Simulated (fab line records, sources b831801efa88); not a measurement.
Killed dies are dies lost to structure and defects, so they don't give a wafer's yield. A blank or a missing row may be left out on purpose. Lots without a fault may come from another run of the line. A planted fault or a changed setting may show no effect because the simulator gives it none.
Which tool did it? | flow gf180mcu | 13 lots, 39 wafers sampled, at 4 steps of a route of 602

WHAT THE GAUGES READ, wafer by wafer
GF_POLY_GATE_CD_MEAS_18. Usual: cd_nm 280.4 nm, standard deviation 1.5.
lot  | measured     | on        | cd_nm (nm)        | flag
L820 | day 9 22:22  | cd_sem-01 | 283.6 281.9 282.4 |
L821 | day 10 02:08 | cd_sem-01 | 281.8 279.7 278.1 |
L822 | day 10 07:22 | cd_sem-02 | 280.2 280.9 279.3 |
L824 | day 11 02:30 | cd_sem-01 | 279.8 279.8 278.8 |
L826 | day 11 10:19 | cd_sem-01 | 281.8 280.6 281.7 |
L827 | day 11 23:50 | cd_sem-02 | 280.1 279.5 279.7 |
L828 | day 12 00:25 | cd_sem-01 | 280.4 280.4 280.4 |
L829 | day 12 11:58 | cd_sem-02 | 279.6 282.2 280.7 |
L830 | day 12 16:28 | cd_sem-02 | 279.8 280.2 282.4 |
L835 | day 14 02:12 | cd_sem-01 | 283.5 279.2 280.5 |
L841 | day 15 20:35 | cd_sem-01 | 277.7 282.5 282.1 |
L842 | day 16 04:14 | cd_sem-02 | 279.9 280.2 279.5 |
L843 | day 16 13:27 | cd_sem-02 | 276.9 279.0 277.4 |

GF_HV_LDD_CD_MEAS_19: target cd 400 nm. Usual: cd_nm 394.3 nm, standard deviation 2.
lot  | measured     | on        | cd_nm (nm)        | flag
L820 | day 11 10:45 | cd_sem-01 | 395.5 396.1 394.5 |
L821 | day 11 14:50 | cd_sem-02 | 390.7 392.1 394.3 |
L822 | day 11 21:46 | cd_sem-02 | 393.1 392.8 391.9 |
L824 | day 12 17:53 | cd_sem-01 | 393.7 391.1 392.6 |
L826 | day 13 02:01 | cd_sem-02 | 399.1 397.8 395.8 |
L827 | day 13 16:49 | cd_sem-02 | 393.6 392.5 393.9 |
L828 | day 13 17:21 | cd_sem-02 | 393.5 396.1 394.6 |
L829 | day 14 05:00 | cd_sem-02 | 394.2 393.2 393.9 |
L830 | day 14 10:06 | cd_sem-02 | 391.2 390.5 391.6 |
L835 | day 15 21:52 | cd_sem-01 | 391.9 390.9 392.4 |
L841 | day 17 19:04 | cd_sem-02 | 393.0 391.5 393.3 |
L842 | day 18 03:59 | cd_sem-02 | 396.4 395.4 395.8 |
L843 | day 18 13:48 | cd_sem-01 | 395.6 395.5 397.5 |

GF_HV_LDD_OVL_MEAS_32. Usual: HV_LDD_02_OVL 0.1 nm, standard deviation 1.5.
lot  | measured     | on         | HV_LDD_02_OVL (nm) | flag
L820 | day 12 06:27 | overlay-02 | 2.4 0.5 2.4        |
L821 | day 12 11:22 | overlay-01 | -2.4 -1.7 -2.4     |
L822 | day 12 17:41 | overlay-01 | 2.0 3.1 -1.2       |
L824 | day 13 14:33 | overlay-02 | -0.7 -1.4 -0.9     |
L826 | day 13 22:44 | overlay-02 | 2.1 0.0 2.4        |
L827 | day 14 14:32 | overlay-01 | 0.2 -1.8 0.6       |
L828 | day 14 15:14 | overlay-01 | -2.1 -0.3 -1.6     |
L829 | day 15 03:05 | overlay-02 | -0.1 -1.0 -0.4     |
L830 | day 15 07:50 | overlay-01 | 0.8 1.1 -3.2       |
L835 | day 16 21:38 | overlay-01 | 2.9 2.5 2.2        |
L841 | day 18 19:35 | overlay-01 | 0.2 0.5 0.2        |
L842 | day 19 05:20 | overlay-02 | 1.1 1.2 2.2        |
L843 | day 19 15:04 | overlay-01 | -0.8 -0.4 -0.5     |

WHICH TOOL RAN EACH LOT (tool, then ch and the chambers of the sampled wafers, then the start)
lot  | GF_HV_LDD_STRIP_22
L820 | plasma_asher-03 ch 0,1, day 11 11:02
L821 | plasma_asher-01 ch 0,1, day 11 15:07
L822 | plasma_asher-03 ch 0,1, day 11 22:05
L824 | plasma_asher-01 ch 0, day 12 18:11
L826 | plasma_asher-03 ch 0,1, day 13 02:19
L827 | plasma_asher-03 ch 0,1, day 13 17:07
L828 | plasma_asher-03 ch 0,1, day 13 17:38
L829 | plasma_asher-01 ch 1, day 14 05:17
L830 | plasma_asher-04 ch 0,1, day 14 10:23
L835 | plasma_asher-03 ch 0,1, day 15 22:10
L841 | plasma_asher-04 ch 0,1, day 17 19:23
L842 | plasma_asher-03 ch 0,1, day 18 04:16
L843 | plasma_asher-03 ch 0,1, day 18 14:06
- GF_HV_LDD_STRIP_22: strips in O2/N2.

WHAT THE TOOLS THEMSELVES READ (means of the sampled wafers that have a number; where no wafer has one, the mark that the record gives instead)
GF_HV_LDD_STRIP_22. Usual: drypump_motor_current_A 5.9 A, standard deviation 0.53; heater_power_w 323 W, standard deviation 14; oes_product_au 0.716 a.u., standard deviation 0.0044; strip_time_to_endpoint_s 12.601 s, standard deviation 0.027.
lot  | tool            | drypump_motor_current_A (A) | heater_power_w (W) | oes_product_au (a.u.) | strip_time_to_endpoint_s (s) | flag
L820 | plasma_asher-03 | 5.5                         | 312                | 0.711                 | 12.598                       |
L821 | plasma_asher-01 | 5.7                         | 317                | 0.716                 | 12.631                       |
L822 | plasma_asher-03 | 5.5                         | 314                | 0.715                 | 12.632                       |
L824 | plasma_asher-01 | 5.2                         | 317                | 0.714                 | 12.622                       |
L826 | plasma_asher-03 | 5.6                         | 314                | 0.718                 | 12.575                       |
L827 | plasma_asher-03 | 5.9                         | 323                | 0.719                 | 12.579                       |
L828 | plasma_asher-03 | 5.9                         | 324                | 0.717                 | 12.622                       |
L829 | plasma_asher-01 | 5.9                         | 319                | 0.914                 | -                            | OFF
L830 | plasma_asher-04 | 6.3                         | 337                | 0.716                 | 12.611                       |
L835 | plasma_asher-03 | 5.9                         | 318                | 0.714                 | 12.652                       |
L841 | plasma_asher-04 | 6.5                         | 331                | 0.715                 | 12.576                       |
L842 | plasma_asher-03 | 5.5                         | 314                | 0.715                 | 12.613                       |
L843 | plasma_asher-03 | 5.5                         | 321                | 0.718                 | 12.608                       |

THE ANSWER, worked out from the rows above alone
Rule: a lot is off if the mean of its wafers that have a number lies more than 3 standard deviations from the usual mean. A lot without any number at a reading at which 4 lots or more have one is off too. The other lots that the step has rows for count as sound. The gauges are gone through in route order, then the tools' own readings, and for those a lot's mean is taken as printed above. The first step at which some lot is off is used, and at that step the reading that is off furthest; a lot without a number counts as furthest.
Off: L829, at GF_HV_LDD_STRIP_22 (strip_time_to_endpoint_s). Without a number there: L829.
A tool fits if, at that step or a process step before it, it ran every lot that is off, and no sound lot after the first of them. One fits: plasma_asher-01 at GF_HV_LDD_STRIP_22. Its last sound lot is L824 (day 12 18:11), its first lot that is off L829 (day 14 05:17): a fault that began between those two fits.
The tool's own readings at GF_HV_LDD_STRIP_22 bear it out: on the lots that are off they differ by more than 5 times the standard deviation of the sound lots' means. oes_product_au reads 0.914 a.u. there against 0.716 a.u. on the sound lots.
Blank at GF_HV_LDD_STRIP_22 on the lots that are off, where sound lots have numbers: strip_time_to_endpoint_s.

WHAT THE SIMULATOR HAD PUT IN
Strip aborted: plasma_asher-01, from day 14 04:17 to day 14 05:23, at GF_HV_LDD_STRIP_22. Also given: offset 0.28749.
Lots struck among those shown: L829. The rule above found the same.
